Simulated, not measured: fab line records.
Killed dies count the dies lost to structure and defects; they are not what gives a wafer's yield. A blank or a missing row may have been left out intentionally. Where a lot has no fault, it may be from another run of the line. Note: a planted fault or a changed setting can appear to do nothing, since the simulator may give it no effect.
Struck lot and sound lot, side by side / flow sky130 / 15 steps out of a route of 708
Sound: these wafers, L542.1, L542.5, L542.6. Struck: wafer L548.1 (left out: L548.3, a lot-mate that was not struck); the cause follows at the end.
Each step with rows lists, per side, the tool, then ch with its chambers, then its first start. Under that, the readings that differ: sound wafers / struck wafers / difference of the means / sigmas: that difference in standard deviations of wafers without a fault.
alike: readings with means less than 2 such deviations apart, plus words and numbers identical on both sides. not compared: withheld readings, readings lacking a value on some wafer, bounds such as >300 that could conceal the same value, and numbers that have no deviation in the record and whose values overlap.
A row with sigmas, a row that says differs or no value, or rows on one side alone: a step with any of these is where the two part. When numbers do not overlap yet have no deviation, they are printed without sigmas and do not part them. A reading that every wafer of one side lacks parts them only if that side has two wafers or more.

SKY_POLY_GATE_CD_MEAS_22:
  sound on cd sem-01, day 16 13:53; struck on cd sem-01, day 19 15:40
  alike: cd nm
then, 7 steps without rows for these wafers: SKY_LDD_N_DEHYDRATE_00 (time 60 s); SKY_LDD_N_HMDS_01 (prime time 60 s); SKY_LDD_N_COAT_02 (resist thk 300 nm); SKY_LDD_N_SOFTBAKE_03 (time 60 s); SKY_LDD_N_EXPOSE_04 (exposes mask NTM, target cd 840 nm); SKY_LDD_N_PEB_05; SKY_LDD_N_DEVELOP_06 (develop time 60 s).
SKY_LDD_N_OVL_MEAS_07:
  sound on overlay-01, day 17 17:31; struck on overlay-01, day 20 22:51
reading=LDD_N_OVL (nm); sound=1.2 1.9 1.9; struck=-0.8; difference=-2.5; sigmas=-2
then, 3 steps without rows for these wafers: SKY_LDD_N_IMPLANT_08; SKY_LDD_N_IMPLANT_09; SKY_LDD_N_IMPLANT_10.
SKY_LDD_N_IMPLANT_11:
  sound on implanter-03 ch 0, day 17 17:59; struck on implanter-01 ch 0, day 20 23:20
reading=beam on s (s); sound=9.86 10.07 10.08; struck=11.76; difference=+1.76; sigmas=+9
reading=faraday current uA; sound=428 419 419; struck=360; difference=-62; sigmas=-7
  alike: dose ions cm2
then, 1 step without rows for these wafers: SKY_LDD_N_IMPLANT_12.
-- the record jumps here: 27 days lie between the struck wafers' starts before and after (it left off in module LDD_N and takes up again in module PAD_OPEN, whose first step shown is number 708 of the route) --
SKY_PAD_OPEN_PROBE_99:
  sound on prober-01, day 45 15:46; struck on prober-01, day 48 00:50
reading=model.etest.tip n.rs ohm sq; sound=441.9 444.4 441.8; struck=431; difference=-12; sigmas=
  alike: killed_at_M0_to_M3, killed_at_M4_up, killed at contacts, killed at front end, killed at other, killed dies, killed open, killed short

WHERE THEY PART
At SKY_LDD_N_OVL_MEAS_07 first; at SKY_LDD_N_IMPLANT_11 last (within this record only). Later steps at which nothing parts them and some readings are alike: SKY_PAD_OPEN_PROBE_99.

WHY: whatever the simulator had introduced
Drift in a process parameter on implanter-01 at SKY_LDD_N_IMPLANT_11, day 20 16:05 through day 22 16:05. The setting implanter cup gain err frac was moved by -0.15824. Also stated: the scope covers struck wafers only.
